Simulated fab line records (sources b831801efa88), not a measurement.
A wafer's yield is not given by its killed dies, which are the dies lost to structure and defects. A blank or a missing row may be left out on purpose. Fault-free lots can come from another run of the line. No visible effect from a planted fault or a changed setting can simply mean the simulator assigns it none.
Which of the tools did it? :: flow sky130 :: Sampling: 6 lots, 18 wafers, 2 of 708 route steps

== WHAT THE GAUGES SHOWED, per wafer ==
SKY_FIELD_ISO_CD_MEAS_13 targets a cd of 150 nm.
lot: L591
measured: day 3 02:51
on: cd-sem-01
cd-nm (nm): 149.2 150.7 149.5

lot: L593
measured: day 3 14:43
on: cd-sem-02
cd-nm (nm): 153.0 151.6 152.3

lot: L599
measured: day 4 19:35
on: cd-sem-01
cd-nm (nm): 151.6 152.1 152.8

lot: L604
measured: day 5 21:50
on: cd-sem-02
cd-nm (nm): 149.6 149.0 148.8

lot: L606
measured: day 6 07:27
on: cd-sem-01
cd-nm (nm): 133.1 132.3 132.7

lot: L610
measured: day 7 05:34
on: cd-sem-01
cd-nm (nm): 149.5 150.2 149.8

== TOOL THAT RAN EACH LOT (tool first, then ch and the chambers of the sampled wafers, then the start) ==
lot: L591
SKY_FIELD_ISO_EXPOSE_10: krf-scanner-02 ch 0, day 2 19:48

lot: L593
SKY_FIELD_ISO_EXPOSE_10: krf-scanner-01 ch 0, day 3 07:12

lot: L599
SKY_FIELD_ISO_EXPOSE_10: krf-scanner-01 ch 0, day 4 11:55

lot: L604
SKY_FIELD_ISO_EXPOSE_10: krf-scanner-01 ch 0, day 5 13:01

lot: L606
SKY_FIELD_ISO_EXPOSE_10: krf-scanner-02 ch 0, day 5 22:24

lot: L610
SKY_FIELD_ISO_EXPOSE_10: krf-scanner-01 ch 0, day 6 20:09
- SKY_FIELD_ISO_EXPOSE_10: exposes mask FOM, target cd 150 nm.

== THE ANSWER, worked out from the rows above alone ==
Rule: usual is defined by the lots themselves. Put in order of their means at a reading, lots are off if they are a third of the lots or fewer, leave a main group of 4 or more, and stand apart from it by a gap of 3 or more times the standard deviation of the main group's means; of several such gaps the widest counts. If all means in a main group match to the digits the tables above print for the reading, that group is not used. Also off: a lot with no number at a reading for which 4 or more lots have one. Any other lot the step has rows for is counted as sound.
Off, at SKY_FIELD_ISO_CD_MEAS_13 on cd-nm: L606. Main group: mean 150.6 nm, sd 1.3.
If a tool, at a process step before that reading, ran all the lots that are off and no sound lot after the first of them, it fits. Gauges at SKY_FIELD_ISO_CD_MEAS_13: tried the same way as those tools. One candidate fits, namely krf-scanner-02 at SKY_FIELD_ISO_EXPOSE_10. Its last sound lot is L591 (day 2 19:48), its first lot that is off L606 (day 5 22:24): a fault that began between those two fits.

== WHAT THE SIMULATOR HAD INSERTED ==
Drift in process parameters on krf-scanner-02 at SKY_FIELD_ISO_EXPOSE_10, starting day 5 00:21. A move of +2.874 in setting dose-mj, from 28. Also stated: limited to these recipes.
Struck lots among those shown: L606. The same result came from the rule above.
